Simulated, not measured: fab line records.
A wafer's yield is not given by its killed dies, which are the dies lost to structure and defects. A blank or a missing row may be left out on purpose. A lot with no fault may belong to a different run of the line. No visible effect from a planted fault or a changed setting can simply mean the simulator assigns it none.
fab line records	flow sky130
record: lots: 13	wafers: 39	last_day: 50
route steps=708 shown FIELD_ISO@1 VT_ADJUST_HVTR@140 METAL1@434 VIA1@459
lots that met no fault: from a run of the same line without faults
start_h: hours from the record's opening day to when the first of the lot's shown wafers began	wait_h: hours elapsed since this lot's preceding step	" as in the row above	L1.1+2: one row covering several wafers at once	- either no value or no given start	* or withheld: withheld	< > ~ a bound
route shown NAME@n: names a module that has steps shown in the file, with the first one's number in the route	usual: mean/standard deviation of fault-free wafers	same: alike in all rows	chamber/n: place in a boat	sites: the reading at each site	_std_site: their standard deviation	_edge_site: inner sites' mean taken away from outer sites' mean	radius_mm: how far each site lies from the wafer's centre	mask NAME#n: copy n	behind: the last tool/chamber to shape the wafer	hold: reason for holding the lot/hours on hold/outcome of the hold	device: the transistor (n, p or np) that didn't switch	end of line: the route-end tests of the same wafers	step lacking rows: just its recipe	killed: at the first sort, the dies lost to defects and structure; wafer yield is something else	map: a wafer's dies, x killed, . not, _ none there
set.NAME: the setting as run; set.NAME@STEP: as run at that earlier step	model.NAME: the simulator's own value behind a step, which no gauge read
one table for each step of the route and one row for each wafer, over a sample of lots
services: from which hour (start_h, from the record's first day; less than 0 if before it) a tool's chamber was out of use, for how many hours, and why
== steps ==
step: SKY_FIELD_ISO_BOW_MEAS_00
recipe: mode: bow
usual: INCOMING_BOW: -1/6.9
lot.wafer	tool	chamber	start_h	wait_h	INCOMING_BOW[um]
L132.1	film_metro-02	-	10.00	-	5
L132.5	"	-	"	"	-14
L132.6	"	-	"	"	-9
L134.1	film_metro-03	-	20.00	-	5
L134.5	"	-	"	"	0
L134.6	"	-	"	"	0
L135.1	film_metro-03	-	25.00	-	-3
L135.2	"	-	"	"	0
L135.5	"	-	"	"	11
L136.1	film_metro-02	-	30.00	-	5
L136.5	"	-	"	"	0
L136.6	"	-	"	"	2
L137.2	film_metro-01	-	35.02	-	4
L137.3	"	-	"	"	5
L137.6	"	-	"	"	-3
L138.1	film_metro-02	-	40.00	-	-2
L138.5	"	-	"	"	0
L138.6	"	-	"	"	-3
L139.2	film_metro-02	-	45.02	-	-8
L139.3	"	-	"	"	4
L139.6	"	-	"	"	-4
L140.1	film_metro-03	-	50.00	-	1
L140.5	"	-	"	"	10
L140.6	"	-	"	"	-12
L147.1	film_metro-03	-	85.00	-	0
L147.3	"	-	"	"	-2
L147.5	"	-	"	"	2
L148.1	film_metro-01	-	90.00	-	-16
L148.2	"	-	"	"	-1
L148.4	"	-	"	"	-8
L149.1	film_metro-02	-	95.00	-	-5
L149.3	"	-	"	"	9
L149.6	"	-	"	"	-1
L151.1	film_metro-01	-	105.00	-	-7
L151.2	"	-	"	"	-2
L151.3	"	-	"	"	3
L155.3	film_metro-02	-	125.04	-	5
L155.5	"	-	"	"	4
L155.6	"	-	"	"	5
step: SKY_VT_ADJUST_HVTR_IMPLANT_09
recipe: species: B	energy_kev: 10	dose_cm2: 2.1e+12	tilt_deg: withheld
usual: dose_ions_cm2: 2.0995e+12/2.5e+09	faraday_current_uA: 11.84/0.24
lot.wafer	tool	chamber	start_h	wait_h	dose_ions_cm2	faraday_current_uA
L132.1	implanter-01	0	203.50	0.0	2.0985e+12	11.74
L132.5	"	0	"	"	2.1011e+12	11.52
L132.6	"	0	"	"	2.1011e+12	11.38
L134.1	implanter-02	0	212.53	0.0	2.1013e+12	11.68
L134.5	"	0	"	"	2.0998e+12	11.99
L134.6	"	0	"	"	2.0988e+12	11.87
L135.1	implanter-01	0	220.68	0.0	2.0996e+12	11.68
L135.2	"	0	"	"	2.1035e+12	11.93
L135.5	"	0	"	"	2.1021e+12	11.81
L136.1	implanter-02	0	228.23	0.0	2.0998e+12	11.57
L136.5	"	0	"	"	2.1004e+12	11.59
L136.6	"	0	"	"	2.0988e+12	11.94
L137.2	implanter-01	0	237.47	0.0	2.1003e+12	11.75
L137.3	"	0	"	"	2.1003e+12	11.87
L137.6	"	0	"	"	2.0963e+12	11.87
L138.1	implanter-02	0	242.35	0.0	2.1003e+12	11.62
L138.5	"	0	"	"	2.0973e+12	12.00
L138.6	"	0	"	"	2.1003e+12	11.78
L139.2	implanter-04	0	255.52	0.0	2.1008e+12	12.28
L139.3	"	0	"	"	2.1001e+12	11.77
L139.6	"	0	"	"	2.0993e+12	11.50
L140.1	implanter-01	0	262.83	0.0	2.1032e+12	12.14
L140.5	"	0	"	"	2.1035e+12	11.64
L140.6	"	0	"	"	2.1011e+12	11.80
L147.1	implanter-04	0	327.15	0.0	1.4886e+12	8.15
L147.3	"	0	"	"	1.4926e+12	8.53
L147.5	"	0	"	"	1.4912e+12	8.53
L148.1	implanter-04	0	329.17	0.0	1.4893e+12	8.70
L148.2	"	0	"	"	1.4909e+12	8.45
L148.4	"	0	"	"	1.4898e+12	8.53
L149.1	implanter-02	0	336.33	0.0	2.1013e+12	11.87
L149.3	"	0	"	"	2.0998e+12	11.34
L149.6	"	0	"	"	2.096e+12	11.72
L151.1	implanter-02	0	351.40	0.0	2.0948e+12	12.04
L151.2	"	0	"	"	2.096e+12	11.67
L151.3	"	0	"	"	2.096e+12	11.92
L155.3	implanter-01	0	374.75	0.1	2.0999e+12	11.90
L155.5	"	0	"	"	2.1003e+12	12.12
L155.6	"	0	"	"	2.1022e+12	12.10
step: SKY_VT_ADJUST_HVTR_TW_MEAS_11
usual: VT_ADJUST_HVTR_TW: 209.5/2.4
lot.wafer	tool	chamber	start_h	wait_h	VT_ADJUST_HVTR_TW
L132.1	film_metro-01	-	203.75	0.1	207.9
L132.5	"	-	"	"	206.7
L132.6	"	-	"	"	207.5
L134.1	film_metro-03	-	212.78	0.1	209.0
L134.5	"	-	"	"	209.4
L134.6	"	-	"	"	208.8
L135.1	film_metro-01	-	220.93	0.1	206.3
L135.2	"	-	"	"	205.2
L135.5	"	-	"	"	205.8
L136.1	film_metro-01	-	228.48	0.1	205.6
L136.5	"	-	"	"	205.6
L136.6	"	-	"	"	207.1
L137.2	film_metro-04	-	237.71	0.1	212.3
L137.3	"	-	"	"	212.8
L137.6	"	-	"	"	212.9
L138.1	film_metro-01	-	242.60	0.1	208.5
L138.5	"	-	"	"	207.2
L138.6	"	-	"	"	208.2
L139.2	film_metro-03	-	255.76	0.1	211.7
L139.3	"	-	"	"	210.7
L139.6	"	-	"	"	210.3
L140.1	film_metro-04	-	263.08	0.1	215.0
L140.5	"	-	"	"	214.3
L140.6	"	-	"	"	214.6
L147.1	film_metro-01	-	327.40	0.1	189.6
L147.3	"	-	"	"	190.4
L147.5	"	-	"	"	189.7
L148.1	film_metro-03	-	329.42	0.1	189.7
L148.2	"	-	"	"	190.5
L148.4	"	-	"	"	190.7
L149.1	film_metro-04	-	336.58	0.1	212.2
L149.3	"	-	"	"	212.5
L149.6	"	-	"	"	213.0
L151.1	film_metro-01	-	351.65	0.1	208.4
L151.2	"	-	"	"	207.9
L151.3	"	-	"	"	208.8
L155.3	film_metro-03	-	374.97	0.1	210.1
L155.5	"	-	"	"	209.2
L155.6	"	-	"	"	209.2
step: SKY_METAL1_SPUTTER_00
recipe: material: Ti	target_thk_nm: 15	power_w: 3000	time_s: 10	chamber_pressure_pa: 0.4
usual: throttle_valve_pct: 29.4/1.1
lot.wafer	tool	chamber	start_h	wait_h	throttle_valve_pct
L132.1	pvd_sputter-03	-	739.51	0.2	30.3
L132.5	"	-	"	"	30.4
L132.6	"	-	"	"	31.4
L134.1	pvd_sputter-01	-	748.98	0.1	28.4
L134.5	"	-	"	"	29.5
L134.6	"	-	"	"	29.9
L135.1	pvd_sputter-01	-	755.46	0.2	28.0
L135.2	"	-	"	"	29.4
L135.5	"	-	"	"	29.5
L136.1	pvd_sputter-03	-	763.92	0.2	29.8
L136.5	"	-	"	"	29.8
L136.6	"	-	"	"	31.4
L137.2	pvd_sputter-04	-	769.78	0.1	29.0
L137.3	"	-	"	"	30.8
L137.6	"	-	"	"	29.8
L138.1	pvd_sputter-04	-	778.25	0.1	29.8
L138.5	"	-	"	"	28.6
L138.6	"	-	"	"	29.5
L139.2	pvd_sputter-03	-	796.13	0.2	29.3
L139.3	"	-	"	"	30.3
L139.6	"	-	"	"	29.2
L140.1	pvd_sputter-04	-	801.36	0.1	31.0
L140.5	"	-	"	"	29.9
L140.6	"	-	"	"	31.2
L147.1	pvd_sputter-01	-	867.27	0.1	27.8
L147.3	"	-	"	"	28.3
L147.5	"	-	"	"	27.9
L148.1	pvd_sputter-03	-	875.37	0.2	31.3
L148.2	"	-	"	"	30.1
L148.4	"	-	"	"	29.2
L149.1	pvd_sputter-01	-	879.18	0.2	29.1
L149.3	"	-	"	"	29.6
L149.6	"	-	"	"	29.5
L151.1	pvd_sputter-01	-	888.05	0.1	28.4
L151.2	"	-	"	"	29.9
L151.3	"	-	"	"	28.1
L155.3	pvd_sputter-04	-	911.07	0.2	29.0
L155.5	"	-	"	"	28.7
L155.6	"	-	"	"	29.7
step: SKY_VIA1_THK_MEAS_01
recipe: reads: SiO2_of_VIA1_HDPCVD_00
usual: VIA1_HDPCVD_THK: 1022/13
lot.wafer	tool	chamber	start_h	wait_h	VIA1_HDPCVD_THK[nm]
L132.1	film_metro-01	-	768.93	0.1	1009
L132.5	"	-	"	"	992
L132.6	"	-	"	"	1005
L134.1	film_metro-02	-	777.35	0.1	1034
L134.5	"	-	"	"	1048
L134.6	"	-	"	"	1062
L135.1	film_metro-04	-	783.40	0.1	1031
L135.2	"	-	"	"	1005
L135.5	"	-	"	"	1035
L136.1	film_metro-01	-	791.95	0.1	1005
L136.5	"	-	"	"	1010
L136.6	"	-	"	"	1034
L137.2	film_metro-02	-	799.05	0.1	999
L137.3	"	-	"	"	1011
L137.6	"	-	"	"	1012
L138.1	film_metro-01	-	806.46	0.1	1020
L138.5	"	-	"	"	1025
L138.6	"	-	"	"	1027
L139.2	film_metro-02	-	823.45	0.1	998
L139.3	"	-	"	"	1004
L139.6	"	-	"	"	1014
L140.1	film_metro-01	-	829.59	0.1	1021
L140.5	"	-	"	"	1023
L140.6	"	-	"	"	1017
L147.1	film_metro-01	-	893.73	0.1	1011
L147.3	"	-	"	"	1005
L147.5	"	-	"	"	1014
L148.1	film_metro-04	-	902.22	0.1	995
L148.2	"	-	"	"	1006
L148.4	"	-	"	"	1009
L149.1	film_metro-04	-	905.20	0.1	1036
L149.3	"	-	"	"	1042
L149.6	"	-	"	"	1038
L151.1	film_metro-04	-	914.98	0.1	1020
L151.2	"	-	"	"	1011
L151.3	"	-	"	"	1012
L155.3	film_metro-04	-	937.93	0.1	1010
L155.5	"	-	"	"	1020
L155.6	"	-	"	"	1008
== services ==
tool	chamber	start_h	hours	kind
implanter-02	-	185.39	3.7	repair
implanter-02	-	186.50	4.1	repair
implanter-02	-	277.49	3.7	pm
pvd_sputter-01	-	306.19	5.0	repair
implanter-02	-	339.65	2.0	repair
implanter-01	-	527.28	5.3	repair
implanter-02	-	534.07	2.2	repair
implanter-01	-	575.99	1.4	repair
pvd_sputter-01	-	599.23	0.8	repair
implanter-01	-	661.42	4.7	pm
pvd_sputter-01	-	723.42	3.2	repair
implanter-01	-	741.41	7.7	pm
implanter-02	-	766.49	5.1	pm
implanter-01	-	772.41	1.2	repair
implanter-01	-	774.81	2.1	repair
implanter-02	-	801.55	3.2	repair
pvd_sputter-01	-	814.61	11.5	repair
implanter-01	-	839.22	1.6	repair
implanter-02	-	841.85	2.1	repair
implanter-02	-	858.33	3.0	pm
implanter-01	-	861.62	1.2	repair
implanter-01	-	887.29	5.7	pm
implanter-02	-	895.04	1.8	repair
pvd_sputter-01	-	900.93	0.5	repair
== key ==
first_sign: step: SKY_VT_ADJUST_HVTR_IMPLANT_09	reading: dose_ions_cm2	direction: down	sigmas: 99+	usual: *	struck: *
effect: step: SKY_VT_ADJUST_HVTR_IMPLANT_09	reading: faraday_current_uA	direction: down	sigmas: 14	usual: 11.84	struck: 8.48
effect: step: SKY_VT_ADJUST_HVTR_TW_MEAS_11	reading: VT_ADJUST_HVTR_TW	direction: down	sigmas: 7.9	usual: 209.5	struck: 190.1
met_at SKY_VT_ADJUST_HVTR_IMPLANT_09
struck_lots L147,L148
tester_left_out L147,L148
not_acting_at SKY_FIELD_ISO_BOW_MEAS_00,SKY_METAL1_SPUTTER_00,SKY_VIA1_THK_MEAS_01
onset_between 255.52 327.15
fault: kind: process_parameter_drift	tool: implanter-04	chamber: -	onset_h: 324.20	steps: SKY_VT_ADJUST_HVTR_IMPLANT_09	channel: dose_cm2	offset: *	shape: step	end_h: 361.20	acts_in: *	stated: *
tester_left_out: of these lots the tester's yield and bins aren't shown, on N5 and GAA mostly nor the transistor test; their killed dies are dies lost to structure and defects alone, not to doping, threshold or leakage, so they don't give the yield
